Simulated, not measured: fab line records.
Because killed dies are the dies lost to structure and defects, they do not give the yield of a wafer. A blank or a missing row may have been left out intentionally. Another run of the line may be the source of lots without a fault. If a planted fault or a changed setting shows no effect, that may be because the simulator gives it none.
Which tool did it? -- flow sky130 -- 30 wafers from 10 lots sampled at 2 of the route's 708 steps

== WHAT EACH GAUGE READ, for each wafer ==
SKY_VIA3_THK_MEAS_23: measures by xrf.
lot,measured,on,VIA3_W_THK (nm)
L858,day 39 19:40,film_metro-03,389 379 379
L859,day 40 07:05,film_metro-01,386 385 383
L861,day 40 21:16,film_metro-01,394 387 384
L864,day 41 18:36,film_metro-04,387 384 399
L865,day 41 20:01,film_metro-03,379 372 382
L868,day 43 02:49,film_metro-03,392 379 380
L869,day 43 07:47,film_metro-01,383 392 394
L877,day 45 09:13,film_metro-04,390 381 390
L880,day 46 01:54,film_metro-01,388 380 377
L881,day 46 04:19,film_metro-04,386 398 386

== WHICH TOOL RAN EACH LOT (tool, then ch and the chambers of the sampled wafers, then the start) ==
lot,SKY_VIA3_ETCH_14
L858,"rie_diel-04 ch 0,2, day 39 18:38"
L859,"rie_diel-04 ch 0,2,3, day 40 06:05"
L861,"rie_diel-04 ch 0,2, day 40 20:11"
L864,"rie_diel-01 ch 0,3, day 41 17:14"
L865,"rie_diel-04 ch 1,2,3, day 41 18:58"
L868,"rie_diel-04 ch 0,2, day 43 01:40"
L869,"rie_diel-02 ch 1,2,3, day 43 06:47"
L877,"rie_diel-01 ch 1,2, day 45 07:47"
L880,"rie_diel-04 ch 0,1, day 46 00:53"
L881,"rie_diel-02 ch 1,2, day 46 03:19"
- SKY_VIA3_ETCH_14: etches BARC in N2/H2, stops on SiO2, time 45.9 s, target depth 60 nm.

== THE ANSWER, worked out from the rows above alone ==
Rule: the usual values come from the lots themselves. Put in order of their means at a reading, lots are off if they are a third of the lots or fewer, leave a main group of 4 or more, and stand apart from it by a gap of 3 or more times the standard deviation of the main group's means; of several such gaps the widest counts. If all means in a main group match to the digits the tables above print for the reading, that group is not used. Also off: a lot with no number at a reading for which 4 or more lots have one. Any other lot the step has rows for is counted as sound.
Nothing can be told from this: no lot is off at any reading shown.

== WHAT WAS PUT IN BY THE SIMULATOR ==
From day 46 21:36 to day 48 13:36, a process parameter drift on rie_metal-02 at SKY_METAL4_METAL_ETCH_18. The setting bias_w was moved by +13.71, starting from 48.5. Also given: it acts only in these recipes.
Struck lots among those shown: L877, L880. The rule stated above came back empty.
